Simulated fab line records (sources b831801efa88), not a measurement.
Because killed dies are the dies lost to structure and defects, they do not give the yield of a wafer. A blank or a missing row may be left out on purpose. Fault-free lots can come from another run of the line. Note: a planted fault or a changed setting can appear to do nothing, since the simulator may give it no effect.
fab line records    flow gf180mcu
record lots=13  wafers=39  last_day=34
route steps=602 shown STI@5 MVPSD@87 M1@316
lots that met no fault: taken from a fault-free run of the same line
start_h: the number of hours between the record's first day and the start of the first shown wafer of the lot    wait_h: time in hours since the lot's previous step    " repeats the value in the row above    L1.1+2: several wafers, shown together as one row    - value missing, or start not given    * or withheld: withheld    < > ~ a bound
route shown NAME@n: NAME is a module with steps in the file, n the number in the route of the first one    usual: mean and standard deviation over wafers with no fault    same: alike in all rows    chamber/n: place in a boat    sites: the reading at each site    _std_site: standard deviation across them    _edge_site: mean of outer sites minus mean of inner sites    radius_mm: for every site, how far away it sits from the centre of the wafer    mask NAME#n: copy n    behind: the last tool/chamber to shape the wafer    hold: cause of the lot's hold/its duration in hours/its outcome    device: which transistor (n, p or np) failed to switch    end of line: at the end of the route, the tests of the same wafers    a step with no rows: only its recipe    killed: dies that structure and defects cost at the first sort, which is not the same as the wafer's yield    map: shows each die of a wafer: x if killed, . if not, _ if none is there
set.NAME: the run value of the setting; set.NAME@STEP: its run value at that earlier step    model.NAME: the simulator's own value behind a step, which no gauge read
steps of the route over a sample of lots; a table a step, a row a wafer
services: when a tool's chamber went out of use (start_h, in hours from the record's first day, below 0 if earlier), for how many hours, and the reason
## steps
# step GF_STI_THK_MEAS_04
# recipe reads=Si3N4_of_STI_CVD_03
# usual STI_CVD_03_THK=206.2/2.1
lot.wafer  tool           chamber  start_h  wait_h  STI_CVD_03_THK[nm]
L107.2     film_metro-02  -        13.57    0.0     203.5
L107.3     "              -        "        "       202.9
L107.4     "              -        "        "       203.6
L108.2     film_metro-02  -        18.57    0.0     201.9
L108.3     "              -        "        "       203.3
L108.6     "              -        "        "       203.9
L110.1     film_metro-04  -        28.63    0.0     209.3
L110.2     "              -        "        "       210.2
L110.6     "              -        "        "       206.3
L114.3     film_metro-02  -        49.71    0.0     207.0
L114.5     "              -        "        "       205.9
L114.6     "              -        "        "       208.2
L115.1     film_metro-03  -        55.10    0.0     206.6
L115.3     "              -        "        "       207.7
L115.4     "              -        "        "       208.3
L116.3     film_metro-02  -        58.93    0.0     207.7
L116.4     "              -        "        "       206.1
L116.5     "              -        "        "       207.5
L117.3     film_metro-03  -        64.13    0.0     206.0
L117.4     "              -        "        "       207.8
L117.6     "              -        "        "       207.6
L118.1     film_metro-03  -        68.56    0.0     207.6
L118.5     "              -        "        "       207.5
L118.6     "              -        "        "       206.8
L119.1     film_metro-03  -        75.39    0.0     203.5
L119.4     "              -        "        "       203.3
L119.6     "              -        "        "       204.4
L120.1     film_metro-02  -        79.51    0.0     207.6
L120.3     "              -        "        "       208.4
L120.6     "              -        "        "       207.7
L121.2     film_metro-02  -        84.93    0.0     208.4
L121.4     "              -        "        "       207.1
L121.6     "              -        "        "       206.7
L126.2     film_metro-04  -        109.02   0.0     207.3
L126.3     "              -        "        "       209.2
L126.5     "              -        "        "       207.0
L127.4     film_metro-03  -        115.93   0.0     206.0
L127.5     "              -        "        "       203.4
L127.6     "              -        "        "       203.6
# step GF_MVPSD_IMPLANT_09
# recipe species=B  energy_kev=40  dose_cm2=5e+12  tilt_deg=0
# usual dose_ions_cm2=5.001e+12/5.6e+09  faraday_current_uA=28.2/0.57
lot.wafer  tool          chamber  start_h  wait_h  dose_ions_cm2  faraday_current_uA
L107.2     implanter-01  0        97.14    0.1     5.01e+12       27.5
L107.3     "             0        "        "       5.002e+12      28.1
L107.4     "             0        "        "       4.999e+12      27.8
L108.2     implanter-01  0        103.75   0.1     5.006e+12      28.1
L108.3     "             0        "        "       5.004e+12      28.2
L108.6     "             0        "        "       5.003e+12      28.8
L110.1     implanter-01  0        113.82   0.1     5.002e+12      28.0
L110.2     "             0        "        "       5.004e+12      28.1
L110.6     "             0        "        "       4.997e+12      29.2
L114.3     implanter-02  0        138.93   0.1     4.999e+12      27.5
L114.5     "             0        "        "       4.997e+12      28.7
L114.6     "             0        "        "       4.996e+12      28.8
L115.1     implanter-01  0        146.52   0.1     4.997e+12      28.2
L115.3     "             0        "        "       4.991e+12      28.4
L115.4     "             0        "        "       5e+12          28.1
L116.3     implanter-04  0        152.17   0.1     4.997e+12      28.3
L116.4     "             0        "        "       5.002e+12      27.1
L116.5     "             0        "        "       4.997e+12      28.9
L117.3     implanter-04  0        157.93   0.1     5e+12          27.1
L117.4     "             0        "        "       5.009e+12      28.3
L117.6     "             0        "        "       5e+12          27.6
L118.1     implanter-02  0        161.79   0.1     5.007e+12      27.5
L118.5     "             0        "        "       5.003e+12      28.7
L118.6     "             0        "        "       5.005e+12      28.4
L119.1     implanter-01  0        171.78   0.1     5.006e+12      28.7
L119.4     "             0        "        "       5.002e+12      28.5
L119.6     "             0        "        "       4.997e+12      28.3
L120.1     implanter-01  0        176.44   0.1     4.999e+12      27.8
L120.3     "             0        "        "       5e+12          28.9
L120.6     "             0        "        "       5.007e+12      27.8
L121.2     implanter-01  0        180.45   0.1     2.363e+12      13.4
L121.4     "             0        "        "       2.359e+12      13.3
L121.6     "             0        "        "       2.362e+12      13.0
L126.2     implanter-01  0        208.50   0.1     2.359e+12      13.2
L126.3     "             0        "        "       2.351e+12      13.2
L126.5     "             0        "        "       2.356e+12      13.4
L127.4     implanter-04  0        219.31   0.1     4.998e+12      28.1
L127.5     "             0        "        "       5.002e+12      27.7
L127.6     "             0        "        "       5.004e+12      28.4
# step GF_MVPSD_TW_MEAS_11
# usual MVPSD_TW=551/3.7
lot.wafer  tool           chamber  start_h  wait_h  hold                      MVPSD_TW
L107.2     film_metro-03  -        97.37    0.1     -                         547
L107.3     "              -        "        "       -                         549
L107.4     "              -        "        "       -                         549
L108.2     film_metro-04  -        103.98   0.1     -                         548
L108.3     "              -        "        "       -                         548
L108.6     "              -        "        "       -                         549
L110.1     film_metro-01  -        114.07   0.1     -                         556
L110.2     "              -        "        "       -                         556
L110.6     "              -        "        "       -                         555
L114.3     film_metro-01  -        139.15   0.1     -                         553
L114.5     "              -        "        "       -                         553
L114.6     "              -        "        "       -                         552
L115.1     film_metro-03  -        146.77   0.1     -                         544
L115.3     "              -        "        "       -                         548
L115.4     "              -        "        "       -                         548
L116.3     film_metro-01  -        152.39   0.1     -                         554
L116.4     "              -        "        "       -                         555
L116.5     "              -        "        "       -                         554
L117.3     film_metro-03  -        158.15   0.1     -                         546
L117.4     "              -        "        "       -                         546
L117.6     "              -        "        "       -                         548
L118.1     film_metro-03  -        162.04   0.1     -                         549
L118.5     "              -        "        "       -                         548
L118.6     "              -        "        "       -                         546
L119.1     film_metro-03  -        172.03   0.1     -                         547
L119.4     "              -        "        "       -                         548
L119.6     "              -        "        "       -                         547
L120.1     film_metro-01  -        176.69   0.1     -                         551
L120.3     "              -        "        "       -                         552
L120.6     "              -        "        "       -                         553
L121.2     film_metro-04  -        180.68   0.1     await_dispo/0.2h/release  531
L121.4     "              -        "        "       await_dispo/0.2h/release  535
L121.6     "              -        "        "       await_dispo/0.2h/release  533
L121.2     film_metro-04  -        180.91   0.2     -                         534
L121.4     "              -        "        "       -                         533
L121.6     "              -        "        "       -                         532
L126.2     film_metro-01  -        208.73   0.1     -                         537
L126.3     "              -        "        "       -                         539
L126.5     "              -        "        "       -                         538
L127.4     film_metro-04  -        219.52   0.1     -                         552
L127.5     "              -        "        "       -                         556
L127.6     "              -        "        "       -                         555
# step GF_VT_IMPLANT_RS_MEAS_49
# recipe thk_meas_gauge=four-point-probe
# usual MVPSD_RS=1168/3.1
lot.wafer  tool           chamber  start_h  wait_h  hold                      MVPSD_RS[ohm/sq]
L107.2     film_metro-03  -        157.18   0.1     -                         1170
L107.3     "              -        "        "       -                         1168
L107.4     "              -        "        "       -                         1170
L108.2     film_metro-03  -        164.37   0.1     -                         1164
L108.3     "              -        "        "       -                         1163
L108.6     "              -        "        "       -                         1164
L110.1     film_metro-04  -        177.76   0.1     -                         1165
L110.2     "              -        "        "       -                         1167
L110.6     "              -        "        "       -                         1169
L114.3     film_metro-03  -        205.04   0.1     -                         1170
L114.5     "              -        "        "       -                         1172
L114.6     "              -        "        "       -                         1172
L115.1     film_metro-03  -        214.46   0.1     -                         1169
L115.3     "              -        "        "       -                         1170
L115.4     "              -        "        "       -                         1169
L116.3     film_metro-01  -        219.45   0.1     -                         1162
L116.4     "              -        "        "       -                         1166
L116.5     "              -        "        "       -                         1164
L117.3     film_metro-01  -        227.11   0.1     -                         1168
L117.4     "              -        "        "       -                         1166
L117.6     "              -        "        "       -                         1168
L118.1     film_metro-03  -        232.31   0.1     -                         1174
L118.5     "              -        "        "       -                         1169
L118.6     "              -        "        "       -                         1166
L119.1     film_metro-03  -        242.46   0.1     -                         1171
L119.4     "              -        "        "       -                         1174
L119.6     "              -        "        "       -                         1171
L120.1     film_metro-03  -        246.76   0.1     -                         1169
L120.3     "              -        "        "       -                         1172
L120.6     "              -        "        "       -                         1169
L121.2     film_metro-03  -        253.43   0.1     await_dispo/0.2h/release  1306
L121.4     "              -        "        "       await_dispo/0.2h/release  1307
L121.6     "              -        "        "       await_dispo/0.2h/release  1313
L121.2     film_metro-03  -        253.82   0.4     -                         1310
L121.4     "              -        "        "       -                         1310
L121.6     "              -        "        "       -                         1313
L126.2     film_metro-04  -        285.13   0.1     await_dispo/0.2h/release  1309
L126.3     "              -        "        "       await_dispo/0.2h/release  1306
L126.5     "              -        "        "       await_dispo/0.2h/release  1308
L126.2     film_metro-04  -        285.56   0.4     -                         1307
L126.3     "              -        "        "       -                         1308
L126.5     "              -        "        "       -                         1308
L127.4     film_metro-01  -        297.01   0.1     -                         1162
L127.5     "              -        "        "       -                         1165
L127.6     "              -        "        "       -                         1162
# step GF_M1_SPUTTER_01
# recipe material=TiN  target_thk_nm=30  power_w=6500  time_s=25  chamber_pressure_pa=0.4
# usual throttle_valve_pct=30.4/0.82
lot.wafer  tool            chamber  start_h  wait_h  throttle_valve_pct
L107.2     pvd_sputter-02  -        361.70   0.1     30.3
L107.3     "               -        "        "       30.6
L107.4     "               -        "        "       31.0
L108.2     pvd_sputter-02  -        374.84   0.1     30.5
L108.3     "               -        "        "       31.2
L108.6     "               -        "        "       30.8
L110.1     pvd_sputter-02  -        389.32   0.1     31.3
L110.2     "               -        "        "       30.5
L110.6     "               -        "        "       31.1
L114.3     pvd_sputter-02  -        430.69   0.1     30.7
L114.5     "               -        "        "       31.0
L114.6     "               -        "        "       30.7
L115.1     pvd_sputter-01  -        435.69   0.1     30.0
L115.3     "               -        "        "       31.2
L115.4     "               -        "        "       31.5
L116.3     pvd_sputter-02  -        447.59   0.1     31.1
L116.4     "               -        "        "       31.1
L116.5     "               -        "        "       30.9
L117.3     pvd_sputter-01  -        454.89   0.1     31.5
L117.4     "               -        "        "       31.1
L117.6     "               -        "        "       31.3
L118.1     pvd_sputter-01  -        459.23   0.1     31.3
L118.5     "               -        "        "       31.8
L118.6     "               -        "        "       30.0
L119.1     pvd_sputter-01  -        477.19   0.1     30.2
L119.4     "               -        "        "       31.6
L119.6     "               -        "        "       31.4
L120.1     pvd_sputter-01  -        482.01   0.1     31.6
L120.3     "               -        "        "       31.4
L120.6     "               -        "        "       29.9
L127.4     pvd_sputter-01  -        539.95   0.0     29.0
L127.5     "               -        "        "       31.1
L127.6     "               -        "        "       29.8
# step GF_M1_OVL_MEAS_15
# usual M1_OVL=4/5.7
lot.wafer  tool        chamber  start_h  wait_h  M1_OVL[nm]
L107.2     overlay-01  -        383.97   0.1     -2
L107.3     "           -        "        "       5
L107.4     "           -        "        "       6
L108.2     overlay-01  -        396.02   0.1     10
L108.3     "           -        "        "       13
L108.6     "           -        "        "       11
L110.1     overlay-01  -        412.62   0.1     10
L110.2     "           -        "        "       7
L110.6     "           -        "        "       5
L114.3     overlay-01  -        455.03   0.1     3
L114.5     "           -        "        "       9
L114.6     "           -        "        "       8
L115.1     overlay-02  -        460.57   0.1     7
L115.3     "           -        "        "       5
L115.4     "           -        "        "       6
L116.3     overlay-02  -        472.02   0.1     5
L116.4     "           -        "        "       5
L116.5     "           -        "        "       4
L117.3     overlay-01  -        479.38   0.1     4
L117.4     "           -        "        "       0
L117.6     "           -        "        "       6
L118.1     overlay-02  -        484.32   0.1     1
L118.5     "           -        "        "       2
L118.6     "           -        "        "       8
L119.1     overlay-02  -        501.42   0.1     -7
L119.4     "           -        "        "       -4
L119.6     "           -        "        "       -7
L120.1     overlay-02  -        505.92   0.1     -3
L120.3     "           -        "        "       0
L120.6     "           -        "        "       -2
L127.4     overlay-02  -        562.39   0.1     6
L127.5     "           -        "        "       5
L127.6     "           -        "        "       8
## services
tool            chamber  start_h  hours  kind
pvd_sputter-01  -        73.43    2.5    repair
implanter-01    -        80.15    6.1    repair
implanter-01    -        122.65   2.1    repair
implanter-02    -        125.18   1.2    repair
implanter-02    -        148.69   1.2    repair
implanter-02    -        159.76   1.7    repair
implanter-02    -        227.48   2.7    pm
implanter-01    -        237.43   2.6    repair
implanter-04    -        261.58   1.9    repair
implanter-04    -        275.60   1.1    repair
implanter-02    -        278.99   0.7    repair
pvd_sputter-01  -        317.05   1.9    repair
implanter-02    -        321.04   1.6    repair
pvd_sputter-02  -        366.58   7.7    repair
implanter-04    -        375.00   3.5    pm
pvd_sputter-02  -        381.82   1.4    repair
implanter-01    -        394.93   29.3   pm
pvd_sputter-02  -        408.34   1.0    repair
implanter-01    -        448.75   4.4    repair
pvd_sputter-02  -        460.69   2.8    repair
pvd_sputter-02  -        481.09   1.0    repair
implanter-01    -        513.06   1.4    repair
implanter-04    -        525.94   1.0    repair
implanter-01    -        535.10   5.0    pm
## key
first_sign step=GF_MVPSD_IMPLANT_09  reading=dose_ions_cm2  direction=down  sigmas=99+  usual=5.001e+12  struck=2.358e+12
effect step=GF_MVPSD_IMPLANT_09  reading=faraday_current_uA  direction=down  sigmas=26  usual=28.2  struck=13.3
effect step=GF_MVPSD_TW_MEAS_11  reading=visit  direction=added
effect step=GF_VT_IMPLANT_RS_MEAS_49  reading=MVPSD_RS  direction=up  sigmas=46  usual=1168  struck=1308
met_at GF_MVPSD_IMPLANT_09
struck_lots L121,L126
scrapped_behind GF_VT_IMPLANT_RS_MEAS_49 L121.2,L121.4,L121.6,L126.2,L126.3,L126.5
not_acting_at GF_STI_THK_MEAS_04,GF_M1_SPUTTER_01,GF_M1_OVL_MEAS_15
onset_between 176.44 180.45
fault kind=process_parameter_drift  tool=implanter-01  chamber=-  onset_h=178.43  steps=GF_MVPSD_IMPLANT_09  channel=dose_cm2  offset=-2.6418e+12  shape=step  end_h=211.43  acts_in=these_recipes_only  stated=5e+12
